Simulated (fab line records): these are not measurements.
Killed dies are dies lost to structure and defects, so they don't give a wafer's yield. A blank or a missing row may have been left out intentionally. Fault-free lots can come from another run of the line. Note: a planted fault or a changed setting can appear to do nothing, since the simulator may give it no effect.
Matching of chambers ; flow gf180mcu ; 4 sister chambers for GF_CONTACT_CMP_27 on cmp-01
The step polishes, stops on SiO2, t overpolish 15 s, target thk 0 nm. 8 wafers are shown with their chamber, then 7 later ones without.

## WAFERS WITH THEIR CHAMBER
wafer;chamber;motorCurrentA (A);overpolishRunS (s)
L609.1;1;10.4;15.007
L611.1;1;11.1;15.002
L611.3;3;9.9;15.011
L614.3;0;11.2;15.000
L615.4;3;9.5;15.008
L615.6;2;10.8;15.019
L626.2;0;10.9;14.995
L626.4;2;10.3;15.001

## WAFERS WITHOUT THEIR CHAMBER
wafer;motorCurrentA (A);overpolishRunS (s)
L626.5;10.7;15.002
L627.2;9.5;15.000
L627.3;11.3;15.001
L627.5;10.9;15.006
L628.1;10.5;14.988
L628.3;11.2;15.005
L628.6;11.5;15.011

## WHICH CHAMBER EACH WENT THROUGH
wafer;from the rows above;in truth
L626.5;can't be placed: 1 or 0 or 2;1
L627.2;can't be placed: 3 or 2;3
L627.3;can't be placed: 0 or 1 or 2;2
L627.5;can't be placed: 1 or 2 or 0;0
L628.1;can't be placed: 0 or 1 or 2 or 3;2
L628.3;can't be placed: 0 or 1 or 2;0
L628.6;can't be placed: 1 or 0 or 2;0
Correct placement for 0 of the 7. These rows do not allow placing 7 (true chamber among the candidates in 7). Wrongly placed: 0.
How it was worked out, from the rows above alone: a wafer's distance from a chamber is the root of the sum, over the readings, of the square of ((its reading less the chamber's mean) divided by the reading's scatter). The wafer belongs to the nearest chamber; if the next one is less than 2 further off, it can't be placed. A chamber's mean is the mean of its shown wafers. The scatter: take each reading less its chamber's mean, square it, sum over the shown wafers, divide by the number of wafers less the number of chambers, and take the root.
